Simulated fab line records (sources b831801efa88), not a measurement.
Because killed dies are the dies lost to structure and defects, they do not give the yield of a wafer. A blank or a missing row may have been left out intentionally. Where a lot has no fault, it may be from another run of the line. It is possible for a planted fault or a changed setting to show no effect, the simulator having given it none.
fab line records    flow gf180mcu
record: lots: 11  wafers: 33  last-day: 34
route steps=602 shown SAB@264 CONTACT@311 V1@339
lots that met no fault: taken from a fault-free run of the same line
start-h: hours from the record's first day to the start of the lot's first wafer shown    wait-h: how many hours have passed since the lot's step before this one    " identical to the entry in the row above    L1.1+2: a row that stands for several wafers    - no value, or no start was given    * or withheld: withheld    < > ~ a bound
route shown NAME@n: names a module that has steps shown in the file, with the first one's number in the route    usual: the fault-free wafers' mean and standard deviation    same: alike in all rows    chamber/n: place in a boat    sites: per-site readings    _std_site: their standard deviation    _edge_site: the outer-site mean with the inner-site mean subtracted    radius-mm: how far each site lies from the wafer's centre    mask NAME#n: copy n    behind: the last tool/chamber to shape the wafer    hold: why the lot was held/for how many hours/how that ended    device: the transistor (n, p or np) that didn't switch    end of line: at the end of the route, the tests of the same wafers    for a step that has no rows: nothing shown but its recipe    killed: count of dies lost to structure and defects at first sort (not the wafer's yield)    map: per-die view of a wafer (x killed, . not killed, _ where there is no die)
set.NAME: the setting the step ran with; set.NAME@STEP: the setting that earlier step ran with    model.NAME: the simulator's own value behind a step, which no gauge read
a sample of lots followed through the steps of the route, with each step as a table and each wafer as a row
services: when a tool's chamber went out of use (start-h, in hours from the record's first day, below 0 if earlier), for how many hours, and the reason
== steps ==
step: GF_SAB_CVD_00
recipe: material: SiO2  target-thk-nm: 50  precursor: TEOS  temp-c: 400  time-s: 4.9302  rf-w: 600
usual: heater-power-w: 700/120  susceptor-temp-C: 400.02/0.18
lot.wafer  tool      chamber  start-h  wait-h  heater-power-w  susceptor-temp-C
L426.2     pecvd-03  1        337.85   0.1     972             400.13
L426.5     "         2        "        "       704             399.70
L426.6     "         0        "        "       718             399.69
L427.2     pecvd-04  2        344.84   0.1     532             399.76
L427.3     "         0        "        "       596             399.78
L427.5     "         2        "        "       546             399.78
L428.1     pecvd-03  1        349.94   0.1     983             400.08
L428.3     "         2        "        "       737             399.95
L428.4     "         2        "        "       738             400.33
L430.1     pecvd-04  0        364.80   0.1     721             400.06
L430.2     "         2        "        "       563             399.87
L430.4     "         1        "        "       642             400.12
L431.2     pecvd-03  1        377.40   0.1     913             400.02
L431.4     "         0        "        "       711             399.72
L431.6     "         2        "        "       650             399.79
L434.1     pecvd-03  1        406.69   0.1     880             400.21
L434.3     "         2        "        "       779             400.15
L434.4     "         0        "        "       624             400.26
L435.1     pecvd-02  0        414.95   0.1     687             400.11
L435.2     "         1        "        "       708             399.87
L435.3     "         1        "        "       701             400.03
L436.1     pecvd-04  2        426.64   0.1     531             400.53
L436.4     "         2        "        "       524             400.17
L436.5     "         0        "        "       651             399.96
L439.4     pecvd-04  1        449.35   0.0     643             400.33
L439.5     "         2        "        "       523             399.96
L439.6     "         0        "        "       629             400.09
L440.1     pecvd-02  0        461.14   0.1     687             400.17
L440.2     "         1        "        "       760             399.98
L440.5     "         1        "        "       735             400.23
L447.1     pecvd-04  0        513.70   0.1     740             400.12
L447.4     "         2        "        "       528             399.94
L447.6     "         1        "        "       647             399.88
step: GF_SAB_ETCH_11
recipe: chemistry: C4F8/O2/Ar  mask-material: NOVOLAK  target: SiO2  target-depth-nm: 55  source-w: 1500  bias-w: 1200  pressure-mtorr: 40  c4f8-flow-sccm: withheld  O2_flow_sccm: 6  Ar_flow_sccm: 300  time-s: 8.681
usual: oes-product-au: 0.997/0.0072
lot.wafer  tool         chamber  start-h  wait-h  oes-product-au  rf-hours-counter-h
L426.2     rie-diel-03  2        360.11   0.0     0.996           98
L426.5     "            3        "        "       1.000           -
L426.6     "            0        "        "       0.992           -
L427.2     rie-diel-03  3        366.98   0.0     1.002           79
L427.3     "            2        "        "       0.998           99
L427.5     "            3        "        "       0.999           -
L428.1     rie-diel-01  0        371.91   0.0     1.015           52
L428.3     "            2        "        "       0.999           54
L428.4     "            3        "        "       0.999           22
L430.1     rie-diel-03  3        387.56   0.0     0.993           80
L430.2     "            2        "        "       1.003           100
L430.4     "            0        "        "       1.004           2
L431.2     rie-diel-02  0        400.01   0.0     0.998           20
L431.4     "            2        "        "       1.016           12
L431.6     "            1        "        "       1.004           -
L434.1     rie-diel-02  2        429.26   0.0     1.005           13
L434.3     "            0        "        "       0.989           20
L434.4     "            3        "        "       0.979           49
L435.1     rie-diel-01  1        438.86   0.0     1.003           100
L435.2     "            0        "        "       1.000           53
L435.3     "            3        "        "       1.007           23
L436.1     rie-diel-03  0        450.86   0.0     0.995           4
L436.4     "            3        "        "       0.994           82
L436.5     "            3        "        "       0.986           -
L439.4     rie-diel-03  1        472.57   0.0     1.000           -
L439.5     "            0        "        "       1.002           -
L439.6     "            3        "        "       0.990           -
L440.1     rie-diel-01  0        485.13   0.0     1.013           55
L440.2     "            3        "        "       0.998           25
L440.5     "            2        "        "       0.999           -
L447.1     rie-diel-02  2        536.26   0.0     1.010           17
L447.4     "            3        "        "       0.989           52
L447.6     "            1        "        "       0.994           -
step: GF_CONTACT_CVD_24
recipe: material: W  target-thk-nm: 300  time-s: 90.339  temp-c: 400  pressure-torr: 40
usual: heater-power-w: 966/81  susceptor-temp-C: 400.00/0.2
lot.wafer  tool      chamber  start-h  wait-h  heater-power-w  susceptor-temp-C
L426.2     cvd-w-01  0        384.62   0.0     1031            400.16
L426.5     "         1        "        "       779             399.92
L426.6     "         0        "        "       1058            400.00
L427.2     cvd-w-02  0        391.87   0.0     981             399.92
L427.3     "         1        "        "       1021            400.28
L427.5     "         1        "        "       1034            400.08
L428.1     cvd-w-02  0        396.62   0.0     948             400.15
L428.3     "         0        "        "       951             400.19
L428.4     "         1        "        "       1043            399.90
L430.1     cvd-w-01  1        412.12   0.0     794             399.73
L430.2     "         0        "        "       993             399.99
L430.4     "         1        "        "       805             400.32
L431.2     cvd-w-02  1        425.32   0.0     1043            399.79
L431.4     "         0        "        "       945             399.83
L431.6     "         1        "        "       1045            399.97
L434.1     cvd-w-02  1        455.57   0.0     1023            400.01
L434.3     "         0        "        "       965             400.40
L434.4     "         1        "        "       1035            400.02
L435.1     cvd-w-02  0        465.65   0.0     933             399.65
L435.2     "         1        "        "       1036            400.46
L435.3     "         1        "        "       1019            399.92
L436.1     cvd-w-02  1        477.18   0.0     1024            400.23
L436.4     "         0        "        "       949             399.82
L436.5     "         0        "        "       944             399.60
L439.4     cvd-w-02  0        498.50   0.1     966             399.85
L439.5     "         1        "        "       1164            421.08
L439.6     "         0        "        "       955             399.59
L440.1     cvd-w-02  1        510.68   0.0     1157            421.38
L440.2     "         0        "        "       969             399.95
L440.5     "         1        "        "       1178            421.56
L447.1     cvd-w-01  0        560.38   0.0     989             400.22
L447.4     "         0        "        "       994             399.81
L447.6     "         1        "        "       793             399.91
step: GF_CONTACT_RS_MEAS_25
recipe: thk-meas-gauge: four-point-probe  reads: W_of_CONTACT_CVD_24+TiN_of_CONTACT_SPUTTER_23+Ti_of_CONTACT_SPUTTER_22
usual: CONTACT_W_RS: 0.382/0.0044
lot.wafer  tool           chamber  start-h  wait-h  hold                      CONTACT_W_RS[ohm/sq]
L426.2     film-metro-02  -        384.74   0.1     -                         0.390
L426.5     "              -        "        "       -                         0.392
L426.6     "              -        "        "       -                         0.387
L427.2     film-metro-01  -        391.99   0.1     -                         0.380
L427.3     "              -        "        "       -                         0.380
L427.5     "              -        "        "       -                         0.384
L428.1     film-metro-01  -        396.72   0.1     -                         0.376
L428.3     "              -        "        "       -                         0.378
L428.4     "              -        "        "       -                         0.380
L430.1     film-metro-02  -        412.22   0.1     -                         0.382
L430.2     "              -        "        "       -                         0.386
L430.4     "              -        "        "       -                         0.384
L431.2     film-metro-02  -        425.44   0.1     -                         0.380
L431.4     "              -        "        "       -                         0.382
L431.6     "              -        "        "       -                         0.386
L434.1     film-metro-01  -        455.67   0.1     -                         0.378
L434.3     "              -        "        "       -                         0.375
L434.4     "              -        "        "       -                         0.377
L435.1     film-metro-04  -        465.75   0.1     -                         0.385
L435.2     "              -        "        "       -                         0.387
L435.3     "              -        "        "       -                         0.388
L436.1     film-metro-01  -        477.28   0.1     -                         0.378
L436.4     "              -        "        "       -                         0.377
L436.5     "              -        "        "       -                         0.373
L439.4     film-metro-01  -        498.63   0.1     await-dispo/0.2h/release  0.383
L439.5     "              -        "        "       await-dispo/0.2h/release  0.264
L439.6     "              -        "        "       await-dispo/0.2h/release  0.381
L439.4     film-metro-01  -        498.92   0.3     -                         0.384
L439.5     "              -        "        "       -                         0.264
L439.6     "              -        "        "       -                         0.380
L440.1     film-metro-01  -        510.86   0.2     await-dispo/0.2h/release  0.261
L440.2     "              -        "        "       await-dispo/0.2h/release  0.377
L440.5     "              -        "        "       await-dispo/0.2h/release  0.261
L440.1     film-metro-01  -        511.15   0.3     -                         0.262
L440.2     "              -        "        "       -                         0.378
L440.5     "              -        "        "       -                         0.260
L447.1     film-metro-01  -        560.48   0.1     -                         0.386
L447.4     "              -        "        "       -                         0.382
L447.6     "              -        "        "       -                         0.389
step: GF_CONTACT_THK_MEAS_26
recipe: thk-meas-gauge: xrf  reads: W_of_CONTACT_CVD_24
usual: CONTACT_W_THK: 303/4.6
lot.wafer  tool           chamber  start-h  wait-h  hold                      CONTACT_W_THK[nm]
L426.2     film-metro-02  -        384.85   0.1     -                         301
L426.5     "              -        "        "       -                         299
L426.6     "              -        "        "       -                         302
L427.2     film-metro-01  -        392.10   0.1     -                         308
L427.3     "              -        "        "       -                         307
L427.5     "              -        "        "       -                         304
L428.1     film-metro-01  -        396.84   0.1     -                         310
L428.3     "              -        "        "       -                         309
L428.4     "              -        "        "       -                         307
L430.1     film-metro-02  -        412.34   0.1     -                         301
L430.2     "              -        "        "       -                         297
L430.4     "              -        "        "       -                         300
L431.2     film-metro-02  -        425.55   0.1     -                         303
L431.4     "              -        "        "       -                         302
L431.6     "              -        "        "       -                         298
L434.1     film-metro-01  -        455.79   0.1     -                         309
L434.3     "              -        "        "       -                         310
L434.4     "              -        "        "       -                         312
L435.1     film-metro-04  -        465.87   0.1     -                         300
L435.2     "              -        "        "       -                         299
L435.3     "              -        "        "       -                         300
L436.1     film-metro-01  -        477.40   0.1     -                         310
L436.4     "              -        "        "       -                         311
L436.5     "              -        "        "       -                         314
L439.4     film-metro-01  -        501.70   2.8     await-dispo/0.2h/release  303
L439.5     "              -        "        "       await-dispo/0.2h/release  441
L439.6     "              -        "        "       await-dispo/0.2h/release  305
L439.4     film-metro-01  -        501.93   0.2     -                         304
L439.5     "              -        "        "       -                         438
L439.6     "              -        "        "       -                         305
L440.1     film-metro-01  -        513.61   2.4     await-dispo/0.2h/release  448
L440.2     "              -        "        "       await-dispo/0.2h/release  309
L440.5     "              -        "        "       await-dispo/0.2h/release  448
L440.1     film-metro-01  -        513.84   0.2     -                         447
L440.2     "              -        "        "       -                         307
L440.5     "              -        "        "       -                         449
L447.1     film-metro-01  -        560.60   0.1     -                         300
L447.4     "              -        "        "       -                         303
L447.6     "              -        "        "       -                         301
step: GF_CONTACT_CMP_27
recipe: stop-on: SiO2  down-force-psi: 3.5  platen-rpm: 60  t-overpolish-s: 13.57  target-thk-nm: 0  pad-velocity-m-s: 0.94248
usual: motor-current-A: 10.9/0.9  slurry-filter-dp-kPa: 13.50/0.14  time-to-endpoint-s: 73/3.9
lot.wafer  tool    chamber  start-h  wait-h  hold                      motor-current-A  slurry-filter-dp-kPa  time-to-endpoint-s
L426.2     cmp-02  1        385.09   0.2     -                         11.4             13.64                 71
L426.6     "       0        "        "       -                         11.1             13.53                 67
L426.5     "       1        "        "       -                         11.1             13.34                 70
L427.2     cmp-02  2        392.15   0.0     -                         10.4             13.47                 68
L427.3     "       0        "        "       -                         12.1             13.48                 70
L427.5     "       3        "        "       -                         11.1             13.19                 70
L428.1     cmp-01  3        396.90   0.1     -                         12.0             13.64                 79
L428.3     "       0        "        "       -                         11.0             13.45                 76
L428.4     "       1        "        "       -                         9.9              13.74                 75
L430.4     cmp-02  2        412.40   0.0     -                         10.3             13.54                 70
L430.2     "       3        "        "       -                         10.7             13.33                 74
L430.1     "       1        "        "       -                         10.6             13.52                 75
L431.4     cmp-01  0        425.60   0.0     -                         10.9             13.51                 77
L431.2     "       1        "        "       -                         10.6             13.66                 79
L431.6     "       0        "        "       -                         11.2             13.69                 78
L434.1     cmp-01  1        455.90   0.1     -                         10.2             13.54                 76
L434.3     "       2        "        "       -                         9.1              13.47                 79
L434.4     "       3        "        "       -                         12.0             13.47                 78
L435.2     cmp-01  2        465.98   0.1     -                         9.3              13.58                 76
L435.1     "       3        "        "       -                         11.7             13.38                 74
L435.3     "       0        "        "       -                         11.1             13.31                 71
L436.1     cmp-02  2        477.72   0.3     -                         10.1             13.38                 74
L436.4     "       1        "        "       -                         10.9             13.44                 79
L436.5     "       3        "        "       -                         10.5             13.51                 80
L439.4     cmp-02  1        505.08   3.1     await-dispo/3.0h/release  11.2             13.58                 73
L439.6     "       3        "        "       await-dispo/3.0h/release  11.2             13.49                 69
L439.5     "       0        "        "       await-dispo/3.0h/release  12.4             13.54                 100
L440.2     cmp-02  2        514.46   0.6     await-dispo/0.6h/release  10.5             13.49                 68
L440.1     "       0        "        "       await-dispo/0.6h/release  12.7             13.61                 105
L440.5     "       3        "        "       await-dispo/0.6h/release  11.4             13.57                 108
L447.1     cmp-02  2        560.76   0.1     -                         10.1             13.55                 68
L447.4     "       3        "        "       -                         10.8             13.37                 72
L447.6     "       0        "        "       -                         12.4             13.60                 73
step: GF_V1_CMP_04
recipe: material: SiO2  down-force-psi: 4  platen-rpm: 60  pad-velocity-m-s: 0.94248
usual: motor-current-A: 11.8/0.94  slurry-filter-dp-kPa: 13.51/0.13  time-to-endpoint-s: 81/5.2
lot.wafer  tool    chamber  start-h  wait-h  motor-current-A  slurry-filter-dp-kPa  time-to-endpoint-s
L426.2     cmp-02  2        409.96   0.1     11.2             13.41                 67
L426.5     "       2        "        "       11.7             13.26                 78
L426.6     "       3        "        "       12.4             13.66                 74
L427.2     cmp-01  1        416.54   0.0     10.9             13.51                 81
L427.3     "       2        "        "       10.5             13.71                 82
L427.5     "       2        "        "       10.0             13.69                 96
L428.1     cmp-01  1        421.51   0.1     10.6             13.72                 85
L428.4     "       3        "        "       12.9             13.69                 88
L428.3     "       0        "        "       12.2             13.32                 79
L430.1     cmp-02  1        438.25   0.1     11.9             13.27                 82
L430.4     "       2        "        "       11.5             13.52                 83
L430.2     "       0        "        "       12.7             13.40                 80
L431.4     cmp-02  2        452.10   0.0     11.5             13.62                 84
L431.2     "       3        "        "       11.8             13.45                 81
L431.6     "       3        "        "       12.6             13.53                 84
L434.4     cmp-02  2        481.45   0.1     11.1             13.65                 85
L434.1     "       3        "        "       11.9             13.44                 81
L434.3     "       0        "        "       12.8             13.34                 82
L435.3     cmp-01  1        491.73   0.0     10.2             13.26                 73
L435.2     "       3        "        "       13.4             13.19                 77
L435.1     "       0        "        "       12.0             13.34                 69
L436.1     cmp-02  0        503.11   0.3     13.1             13.64                 71
L436.4     "       1        "        "       11.6             13.47                 77
L436.5     "       3        "        "       11.4             13.39                 81
L439.4     cmp-02  1        523.59   0.2     11.8             13.35                 81
L439.5     "       2        "        "       11.2             13.68                 77
L439.6     "       3        "        "       12.1             13.42                 84
L440.2     cmp-01  0        536.05   0.1     12.0             13.40                 77
L440.1     "       1        "        "       10.3             13.45                 84
L440.5     "       0        "        "       12.1             13.76                 86
L447.1     cmp-02  3        584.18   0.1     12.0             13.36                 80
L447.4     "       2        "        "       11.4             13.69                 85
L447.6     "       0        "        "       13.3             13.69                 82
== services ==
tool         chamber  start-h  hours  kind
rie-diel-01  3        317.19   22.5   repair
pecvd-03     -        319.74   2.8    pm
cmp-02       -        340.21   0.7    repair
rie-diel-02  -        357.84   0.4    repair
rie-diel-03  -        358.07   1.8    repair
rie-diel-03  0        363.55   12.0   repair
pecvd-04     -        368.88   14.0   pm
cmp-02       -        386.74   2.2    repair
pecvd-03     2        388.63   4.9    repair
cmp-01       -        406.50   4.0    pm
rie-diel-03  3        419.49   11.9   repair
cmp-02       -        446.01   3.3    repair
cmp-01       -        476.99   5.2    pm
rie-diel-03  -        479.25   14.6   pm
cmp-02       -        485.46   2.9    repair
cmp-01       -        485.75   0.3    repair
rie-diel-03  0        502.29   13.0   repair
cmp-01       -        502.60   2.2    repair
cmp-02       -        516.12   5.5    pm
pecvd-04     1        556.44   3.7    repair
cmp-01       -        561.73   6.2    pm
cmp-02       -        570.29   7.0    pm
cmp-02       -        577.28   4.0    pm
pecvd-04     -        583.70   4.1    repair
== key ==
first-sign: step: GF_CONTACT_CVD_24  reading: susceptor-temp-C  direction: up  sigmas: 99+  usual: *  struck: *
effect: step: GF_CONTACT_CVD_24  reading: heater-power-w  direction: up  sigmas: 2.5  usual: 966  struck: 1166
effect: step: GF_CONTACT_RS_MEAS_25  reading: visit  direction: added
effect: step: GF_CONTACT_RS_MEAS_25  reading: CONTACT_W_RS  direction: down  sigmas: 27  usual: 0.382  struck: 0.262
effect: step: GF_CONTACT_THK_MEAS_26  reading: visit  direction: added
effect: step: GF_CONTACT_THK_MEAS_26  reading: CONTACT_W_THK  direction: up  sigmas: 31  usual: 303  struck: 445
effect: step: GF_CONTACT_CMP_27  reading: time-to-endpoint-s  direction: up  sigmas: 8.1  usual: *  struck: *
met-at GF_CONTACT_CVD_24
struck-lots L439,L440
struck-wafers L439.5,L440.1,L440.5
tester-left-out L439,L440
not-acting-at GF_SAB_CVD_00,GF_SAB_ETCH_11,GF_V1_CMP_04
onset-between 477.18 498.50
fault: kind: process-parameter-drift  tool: cvd-w-02  chamber: 1  onset-h: 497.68  steps: GF_CONTACT_CVD_24  channel: temp-c  offset: *  shape: step  end-h: 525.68  acts-in: *  stated: *
tester-left-out: of these lots the tester's yield and bins aren't shown, on N5 and GAA mostly nor the transistor test; their killed dies are dies lost to structure and defects alone, not to doping, threshold or leakage, so they don't give the yield
